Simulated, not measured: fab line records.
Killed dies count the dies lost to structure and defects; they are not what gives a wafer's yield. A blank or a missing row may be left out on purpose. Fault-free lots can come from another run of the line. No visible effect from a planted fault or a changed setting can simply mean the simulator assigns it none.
Code-filled problem report in 8D (eight disciplines) form | flow sky130 | the parts of the form that need people (team, actions taken, sign-off) are left out

## 1. WHAT WENT WRONG
POLY_GATE_CVD_00_THK at SKY_POLY_GATE_THK_MEAS_01 reads a mean of 200.3 nm on 3 wafers of 1 lot; wafers without a fault read 180.7 nm with a standard deviation of 1.5. That puts it +13 standard deviations away from the usual mean.
First observed at day 17 06:10: wafer L590.2, on film-metro-02. The record holds 36 wafers of 12 lots with a number at this step. Rule for "out" (also "out of limits"): further than 4 standard deviations from the usual mean. All remaining wafers that have a number are taken as sound.

## 2. WHAT THIS IS AND IS NOT
question                    | is                     | is not
which readings at this step | POLY_GATE_CVD_00_THK   | -
which lots                  | L590                   | L585, L588, L599, L601, L602, L603, L604, L605, L606, L607, L608
which wafers of those lots  | all that have a number | -
read on which gauges        | film-metro-02          | film-metro-03, film-metro-04
when                        | from day 17 06:10      | up to then (6 sound wafers); but 27 sound wafers of L599, L601, L602, L603, L604, L605, L606, L607, L608 came after

## 3. SUSPECTS, AND WHAT RULES EACH OUT
Counting: a tool at any process step up to the reading remains a suspect when it ran all the lots that are out and ran no sound lot after the first of those.
- the gauge at SKY_POLY_GATE_THK_MEAS_01 has been ruled out. All the wafers that are out were read on film-metro-02, but those of them that SKY_POLY_GATE_CVD_00 has rows for are out there too, on other tools.
- plasma-asher-02 at SKY_VT_ADJUST_HVTP_STRIP_10 (strips in O2/N2): ruled out as a lasting fault. The sound lots L602, L606, L607 went through it after L590, its earliest lot that is out (day 8 07:23).
- lpcvd-01 at SKY_POLY_GATE_CVD_00 (deposits poly-Si, target thk 180 nm, time 720 s): ruled out as a lasting fault. The sound lots L599, L601, L602, L603, L604, L605, L606, L607, L608 went through it after L590, its earliest lot that is out (day 17 04:58).
Left after counting: nothing in the record.

## 4. THE CAUSE (what the simulator had put in)
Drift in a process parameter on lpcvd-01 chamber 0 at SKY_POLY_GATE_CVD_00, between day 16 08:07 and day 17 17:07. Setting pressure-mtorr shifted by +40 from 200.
It was ruled out by counting, in error; the rule expects a fault to strike all lots run on its tool from its start on, and this fault did not.

## 5. SEQUENCE OF EFFECTS, ordered by route
Rows list readings where the struck wafers' mean (over those with a number) sits beyond 3 standard deviations from the usual. Only readings for which the record gives a usual standard deviation are gone through. hours: the time from each lot's start at the first step in this table that gives one to its start at this step, as a median over the lots. sigmas: the change in usual standard deviations.
hours | step                      | reading              | usual       | on struck wafers | change | sigmas
0     | SKY_POLY_GATE_CVD_00      | pressure-mtorr       | 200.0 mTorr | 240.2            | +40.2  | +99 or more
1     | SKY_POLY_GATE_THK_MEAS_01 | POLY_GATE_CVD_00_THK | 180.7 nm    | 200.3            | +19.6  | +13
Process steps it contains:
- SKY_POLY_GATE_CVD_00: deposits poly-Si, target thk 180 nm, time 720 s.
Later measuring or inspecting steps at which every struck wafer that the step has a row for has a number for every such reading, and none has moved that far: SKY_POLY_GATE_THK_MEAS_21.

## 6. HOW IT WOULD HAVE BEEN CAUGHT EARLIER
22 hours passed between the start of the fault at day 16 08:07 and the first reading out of limits at a measuring or inspecting step in this record, taken at day 17 06:10.
Tool's own readings at SKY_POLY_GATE_CVD_00, pressure-mtorr: out on all struck wafers the step has rows for; an alarm limit on them would have tripped on the first.
